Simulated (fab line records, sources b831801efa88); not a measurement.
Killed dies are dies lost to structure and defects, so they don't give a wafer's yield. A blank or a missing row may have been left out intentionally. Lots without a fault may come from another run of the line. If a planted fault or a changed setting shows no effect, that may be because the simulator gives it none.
A lot that was struck, set against a sound lot -- flow sky130 -- 15 out of 708 route steps
Sound: the wafers L843.2, L843.3, L843.6. The struck wafers were L853.3, L853.5, L853.6. The cause comes at the end.
Per side, at each step with rows, come the tool, then ch with its chambers, and then its first start. Under that, the readings that differ: sound wafers -- struck wafers -- difference of the means -- sigmas: that difference in standard deviations of wafers without a fault.
alike: readings with means less than 2 such deviations apart, plus words and numbers identical on both sides. not compared: withheld readings, readings lacking a value on some wafer, bounds such as >300 that could conceal the same value, and numbers that have no deviation in the record and whose values overlap.
Wherever a step has rows on one side only, a row that says differs or no value, or a row with sigmas, the two part there. When numbers do not overlap yet have no deviation, they are printed without sigmas and do not part them. Lack of a reading on every wafer of one side parts them only where that side has two or more wafers.

SKY_POLY_GATE_CD_MEAS_22:
  sound on cd-sem-02, day 19 18:50; struck on cd-sem-02, day 22 21:35
  alike: cd-nm
then, 7 steps without rows for these wafers: SKY_LDD_N_DEHYDRATE_00 (time 60 s); SKY_LDD_N_HMDS_01 (prime time 60 s); SKY_LDD_N_COAT_02 (resist thk 300 nm); SKY_LDD_N_SOFTBAKE_03 (time 60 s); SKY_LDD_N_EXPOSE_04 (exposes mask NTM, target cd 840 nm); SKY_LDD_N_PEB_05; SKY_LDD_N_DEVELOP_06 (develop time 60 s).
SKY_LDD_N_OVL_MEAS_07:
  sound on overlay-01, day 21 01:14; struck on overlay-02, day 24 03:25
  alike: LDD_N_OVL
then, 3 steps without rows for these wafers: SKY_LDD_N_IMPLANT_08; SKY_LDD_N_IMPLANT_09; SKY_LDD_N_IMPLANT_10.
SKY_LDD_N_IMPLANT_11:
  sound on implanter-03 ch 0, day 21 02:13; struck on implanter-03 ch 0, day 24 03:56
reading,sound,struck,difference,sigmas
dose-ions-cm2,7.507e+13 7.507e+13 7.494e+13,5.967e+13 5.97e+13 5.978e+13,-1.531e+13,-99 or more
faraday-current-uA,420 420 421,344 342 348,-76,-9
  alike: end-station-pressure-torr
following that, these wafers have no rows for 1 step: SKY_LDD_N_IMPLANT_12.
-- a jump in the record: the struck wafers' starts before and after are 26 days apart (it breaks off in module LDD_N and resumes in module PAD_OPEN, where the first step shown is number 708 of the route) --
SKY_PAD_OPEN_PROBE_99:
  sound on prober-02, day 47 21:24; struck on prober-02, day 49 21:23
reading,sound,struck,difference,sigmas
model.etest.tip-n.rs-ohm-sq,446.2 451.4 449.6,455.6 462.6 457.6,+9.5,
  alike: killed_at_M0_to_M3, killed_at_M4_up, killed-at-contacts, killed-at-front-end, killed-at-other, killed-dies, killed-open, killed-short

WHERE THEY PART
Only at SKY_LDD_N_IMPLANT_11, as far as this record shows. Later steps at which nothing parts them and some readings are alike: SKY_PAD_OPEN_PROBE_99.

WHY: whatever the simulator had introduced
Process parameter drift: implanter-03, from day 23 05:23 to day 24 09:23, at SKY_LDD_N_IMPLANT_11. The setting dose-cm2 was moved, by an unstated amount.
